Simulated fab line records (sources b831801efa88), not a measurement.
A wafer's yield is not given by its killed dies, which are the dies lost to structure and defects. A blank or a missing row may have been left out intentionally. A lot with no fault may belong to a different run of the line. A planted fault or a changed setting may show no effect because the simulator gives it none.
Shared-tool check :: flow gf180mcu :: Sample size 13 lots and 39 wafers

## THE REASON FOR OPENING IT
Of 13 lots, 2 have the reading HV_LDD_2_TW flagged at GF_HV_LDD_TW_MEAS_23. Wafers without a fault read 1061, standard deviation 19.
Rule: a lot gets a flag if all its wafers with a number sit over 4 standard deviations from that mean, or if no wafer of it has a number. The rest of the lots are taken to be sound.

lot: L450
measured: day 11 03:22
on: filmMetro-04
HV_LDD_2_TW, wafer by wafer: 1068 1073 1071
flag: 

lot: L453
measured: day 12 06:39
on: filmMetro-04
HV_LDD_2_TW, wafer by wafer: 1075 1063 1072
flag: 

lot: L455
measured: day 12 12:20
on: filmMetro-02
HV_LDD_2_TW, wafer by wafer: 1084 1082 1090
flag: 

lot: L454
measured: day 12 12:23
on: filmMetro-04
HV_LDD_2_TW, wafer by wafer: 1069 1072 1076
flag: 

lot: L456
measured: day 12 20:57
on: filmMetro-03
HV_LDD_2_TW, wafer by wafer: 1038 1033 1034
flag: 

lot: L457
measured: day 13 09:20
on: filmMetro-04
HV_LDD_2_TW, wafer by wafer: 1073 1071 1075
flag: 

lot: L459
measured: day 13 23:26
on: filmMetro-02
HV_LDD_2_TW, wafer by wafer: 1077 1085 1082
flag: 

lot: L460
measured: day 14 08:56
on: filmMetro-03
HV_LDD_2_TW, wafer by wafer: 1037 1041 1044
flag: 

lot: L462
measured: day 14 18:18
on: filmMetro-04
HV_LDD_2_TW, wafer by wafer: 1070 1063 1076
flag: 

lot: L461
measured: day 14 23:32
on: filmMetro-04
HV_LDD_2_TW, wafer by wafer: 1070 1066 1064
flag: 

lot: L463
measured: day 15 02:51
on: filmMetro-03
HV_LDD_2_TW, wafer by wafer: 914 915 920
flag: FLAGGED

lot: L464
measured: day 15 12:29
on: filmMetro-03
HV_LDD_2_TW, wafer by wafer: 1038 1032 1034
flag: 

lot: L467
measured: day 16 07:54
on: filmMetro-03
HV_LDD_2_TW, wafer by wafer: 917 921 919
flag: FLAGGED
The mean of the flagged lots' numbers is 918, -143 from the usual (-8 standard deviations).

## EACH LOT AND THE TOOL IT RAN ON
The record holds 2 process steps before the reading, out of a route of 602 steps. Read each cell as the tool, then ch plus the chambers that the sampled wafers visited, then the start.
lot: L450
flag: 
GF_VT_IMPLANT_STRIP_42: plasmaAsher-04 ch 0,1, day 7 21:41
GF_HV_LDD_IMPLANT_21: implanter-02 ch 0, day 11 03:09

lot: L453
flag: 
GF_VT_IMPLANT_STRIP_42: plasmaAsher-03 ch 0,1, day 8 17:25
GF_HV_LDD_IMPLANT_21: implanter-03 ch 0, day 12 06:24

lot: L455
flag: 
GF_VT_IMPLANT_STRIP_42: plasmaAsher-01 ch 0,1, day 9 04:10
GF_HV_LDD_IMPLANT_21: implanter-02 ch 0, day 12 12:05

lot: L454
flag: 
GF_VT_IMPLANT_STRIP_42: plasmaAsher-03 ch 0,1, day 9 01:35
GF_HV_LDD_IMPLANT_21: implanter-03 ch 0, day 12 12:08

lot: L456
flag: 
GF_VT_IMPLANT_STRIP_42: plasmaAsher-01 ch 0,1, day 9 09:35
GF_HV_LDD_IMPLANT_21: implanter-03 ch 0, day 12 20:43

lot: L457
flag: 
GF_VT_IMPLANT_STRIP_42: plasmaAsher-01 ch 0,1, day 9 18:32
GF_HV_LDD_IMPLANT_21: implanter-02 ch 0, day 13 09:05

lot: L459
flag: 
GF_VT_IMPLANT_STRIP_42: plasmaAsher-04 ch 0, day 10 07:22
GF_HV_LDD_IMPLANT_21: implanter-04 ch 0, day 13 23:11

lot: L460
flag: 
GF_VT_IMPLANT_STRIP_42: plasmaAsher-01 ch 0,1, day 10 15:22
GF_HV_LDD_IMPLANT_21: implanter-03 ch 0, day 14 08:41

lot: L462
flag: 
GF_VT_IMPLANT_STRIP_42: plasmaAsher-01 ch 0,1, day 11 01:58
GF_HV_LDD_IMPLANT_21: implanter-04 ch 0, day 14 18:03

lot: L461
flag: 
GF_VT_IMPLANT_STRIP_42: plasmaAsher-01 ch 0,1, day 11 03:05
GF_HV_LDD_IMPLANT_21: implanter-04 ch 0, day 14 23:17

lot: L463
flag: FLAGGED
GF_VT_IMPLANT_STRIP_42: plasmaAsher-03 ch 0,1, day 11 10:17
GF_HV_LDD_IMPLANT_21: implanter-04 ch 0, day 15 02:37

lot: L464
flag: 
GF_VT_IMPLANT_STRIP_42: plasmaAsher-04 ch 0,1, day 11 16:46
GF_HV_LDD_IMPLANT_21: implanter-03 ch 0, day 15 12:14

lot: L467
flag: FLAGGED
GF_VT_IMPLANT_STRIP_42: plasmaAsher-04 ch 0,1, day 12 12:35
GF_HV_LDD_IMPLANT_21: implanter-04 ch 0, day 16 07:40
What is done by these steps:
- GF_VT_IMPLANT_STRIP_42: strips in O2/N2.
- GF_HV_LDD_IMPLANT_21
- GF_HV_LDD_TW_MEAS_23

## FLAGGED AGAINST TOTAL, ONE TOOL AT A TIME (gauges that did the reading follow at the end)
step: GF_VT_IMPLANT_STRIP_42
tool: plasmaAsher-01
lots run: 6
flagged: 0
share of the flagged lots: none
sound lots run after its first flagged lot: -

step: GF_VT_IMPLANT_STRIP_42
tool: plasmaAsher-03
lots run: 3
flagged: 1
share of the flagged lots: some
sound lots run after its first flagged lot: 0

step: GF_VT_IMPLANT_STRIP_42
tool: plasmaAsher-04
lots run: 4
flagged: 1
share of the flagged lots: some
sound lots run after its first flagged lot: 0

step: GF_HV_LDD_IMPLANT_21
tool: implanter-02
lots run: 3
flagged: 0
share of the flagged lots: none
sound lots run after its first flagged lot: -

step: GF_HV_LDD_IMPLANT_21
tool: implanter-03
lots run: 5
flagged: 0
share of the flagged lots: none
sound lots run after its first flagged lot: -

step: GF_HV_LDD_IMPLANT_21
tool: implanter-04
lots run: 5
flagged: 2
share of the flagged lots: all
sound lots run after its first flagged lot: 0

step: GF_HV_LDD_TW_MEAS_23
tool: filmMetro-02
lots run: 2
flagged: 0
share of the flagged lots: none
sound lots run after its first flagged lot: -

step: GF_HV_LDD_TW_MEAS_23
tool: filmMetro-03
lots run: 5
flagged: 2
share of the flagged lots: all
sound lots run after its first flagged lot: 1 (L464)

step: GF_HV_LDD_TW_MEAS_23
tool: filmMetro-04
lots run: 6
flagged: 0
share of the flagged lots: none
sound lots run after its first flagged lot: -

## WHAT IS ALLOWED BY THE TABLE
Table rows that saw every flagged lot: 2, namely implanter-04 at GF_HV_LDD_IMPLANT_21 and filmMetro-03 at GF_HV_LDD_TW_MEAS_23.
- implanter-04 at GF_HV_LDD_IMPLANT_21: 2 of its 5 lots flagged. A fault beginning between L461 (day 14 23:17), its last sound lot, and L463 (day 15 02:37), its first flagged one, fits the data. Its own readings (beamEnergyKeV) fall more than 4 standard deviations out on all wafers of the flagged lots.
- filmMetro-03 at GF_HV_LDD_TW_MEAS_23: 2 of its 5 lots flagged. After the first flagged lot (L464), sound lots still ran on it; a lasting fault on the whole tool would not permit that.
One tool is left: implanter-04 at GF_HV_LDD_IMPLANT_21.

## WHAT HAD BEEN PUT IN BY THE SIMULATOR
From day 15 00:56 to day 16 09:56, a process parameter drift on implanter-04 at GF_HV_LDD_IMPLANT_21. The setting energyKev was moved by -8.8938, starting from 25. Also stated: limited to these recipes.
Struck lots among those shown: L463, L467. The rule above found the same.
